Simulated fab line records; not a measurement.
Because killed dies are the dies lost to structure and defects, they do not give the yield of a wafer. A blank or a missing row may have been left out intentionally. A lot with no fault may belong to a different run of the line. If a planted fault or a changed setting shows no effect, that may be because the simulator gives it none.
Which tool did it?    flow gf180mcu    12 lots, 36 wafers sampled, at 3 steps of a route of 602

## WHAT EACH GAUGE READ, for each wafer
GF_PSD_RS_MEAS_14: uses a four-point probe to measure. Usual: NSD_RS 46.15 ohm/sq, standard deviation 0.097.
lot   measured      on             NSD_RS (ohm/sq)    flag
L150  day 14 04:17  film-metro-01  46.19 46.26 46.32  
L152  day 15 00:10  film-metro-01  46.18 46.21 46.24  
L153  day 15 06:50  film-metro-04  46.15 46.13 46.25  
L154  day 15 15:17  film-metro-01  46.14 46.09 46.08  
L155  day 15 19:31  film-metro-02  46.17 46.19 46.08  
L157  day 16 17:23  film-metro-01  46.04 46.12 46.17  
L163  day 18 19:58  film-metro-04  47.21 47.17 47.11  OFF
L164  day 19 11:34  film-metro-04  47.21 47.06 47.15  OFF
L168  day 20 23:45  film-metro-01  46.21 46.15 46.26  
L170  day 21 07:05  film-metro-04  46.20 46.22 46.23  
L172  day 22 01:13  film-metro-04  46.12 46.18 46.07  
L173  day 22 08:13  film-metro-02  46.12 46.12 46.00  

GF_M1_CD_MEAS_14: target cd 230 nm. Usual: 230.0 nm for cd-nm, sd 1.
lot   measured      on         cd-nm (nm)         flag
L150  day 17 01:01  cd-sem-01  229.0 229.5 231.0  
L152  day 17 23:07  cd-sem-01  228.2 229.4 229.2  
L153  day 18 05:55  cd-sem-02  231.9 230.1 230.3  
L154  day 18 14:38  cd-sem-01  229.5 229.4 229.2  
L155  day 18 20:37  cd-sem-01  230.2 230.4 230.7  
L157  day 19 18:49  cd-sem-01  230.4 229.9 229.7  
L163  day 22 01:32  cd-sem-01  231.9 231.1 231.7  
L164  day 22 14:24  cd-sem-01  228.2 227.9 227.9  
L168  day 24 00:19  cd-sem-01  229.4 229.4 228.0  
L170  day 24 07:34  cd-sem-02  230.6 231.2 229.6  
L172  day 25 00:24  cd-sem-02  229.8 229.4 228.7  
L173  day 25 07:25  cd-sem-02  228.9 230.7 230.3  

## EACH LOT AND THE TOOL THAT RAN IT (in order: tool; ch and the chambers of the sampled wafers; start)
lot   GF_NSD_IMPLANT_10
L150  implanter-03 ch 0, day 13 07:20
L152  implanter-01 ch 0, day 14 02:25
L153  implanter-03 ch 0, day 14 08:58
L154  implanter-02 ch 0, day 14 16:25
L155  implanter-01 ch 0, day 14 21:13
L157  implanter-02 ch 0, day 15 17:53
L163  implanter-03 ch 0, day 17 19:27
L164  implanter-03 ch 0, day 18 11:07
L168  implanter-01 ch 0, day 19 19:14
L170  implanter-01 ch 0, day 20 08:16
L172  implanter-01 ch 0, day 21 00:44
L173  implanter-01 ch 0, day 21 07:31
- GF_NSD_IMPLANT_10

## WHAT THE TOOLS THEMSELVES READ (means of the sampled wafers that have a number; where no wafer has one, the mark that the record gives instead)
GF_NSD_IMPLANT_10. Usual: dose-ions-cm2 4.999e+14, standard deviation 5.2e+11; faraday-current-uA 2788, standard deviation 57.
lot   tool          dose-ions-cm2  faraday-current-uA  flag
L150  implanter-03  4.994e+14      2765                
L152  implanter-01  5.002e+14      2834                
L153  implanter-03  4.998e+14      2795                
L154  implanter-02  4.997e+14      2825                
L155  implanter-01  5.000e+14      2756                
L157  implanter-02  4.995e+14      2804                
L163  implanter-03  4.204e+14      2360                OFF
L164  implanter-03  4.212e+14      2300                OFF
L168  implanter-01  4.998e+14      2837                
L170  implanter-01  5.003e+14      2802                
L172  implanter-01  4.995e+14      2774                
L173  implanter-01  5.002e+14      2769                

## THE ANSWER, worked out from the rows above alone
Rule: a lot counts as off when the mean over its wafers that have a number is more than 3 standard deviations away from the usual mean. Also off: a lot with no number at a reading for which 4 or more lots have one. All remaining lots with rows at the step are treated as sound. Order of review: gauges by route order, followed by the tools' own readings, for which a lot's mean as printed above is used. The first step at which some lot is off is used, and at that step the reading that is off furthest; a lot without a number counts as furthest.
Off: at GF_PSD_RS_MEAS_14 (NSD_RS), L163, L164.
A tool fits if, at a process step before that reading, it ran every lot that is off, and no sound lot after the first of them. Not tried: the gauges at GF_PSD_RS_MEAS_14; whatever is off there is also off at GF_NSD_IMPLANT_10, on other tools, and gauge error can't account for it. One fits: implanter-03 at GF_NSD_IMPLANT_10. A fault onset in the window from L153 (day 14 08:58, its last sound lot) to L163 (day 17 19:27, its first lot off) fits.
The tool's own readings at GF_NSD_IMPLANT_10 bear it out: on the lots that are off they differ by more than 5 times the standard deviation of the sound lots' means. dose-ions-cm2 reads 4.208e+14 there against 4.998e+14 on the sound lots; faraday-current-uA reads 2330 there against 2796 on the sound lots.

## WHAT THE SIMULATOR HAD INSERTED
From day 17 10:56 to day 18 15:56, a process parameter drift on implanter-03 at GF_NSD_IMPLANT_10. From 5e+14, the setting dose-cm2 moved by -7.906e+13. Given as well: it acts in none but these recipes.
Shown lots that were struck: L163, L164. The rule above reached the same finding.
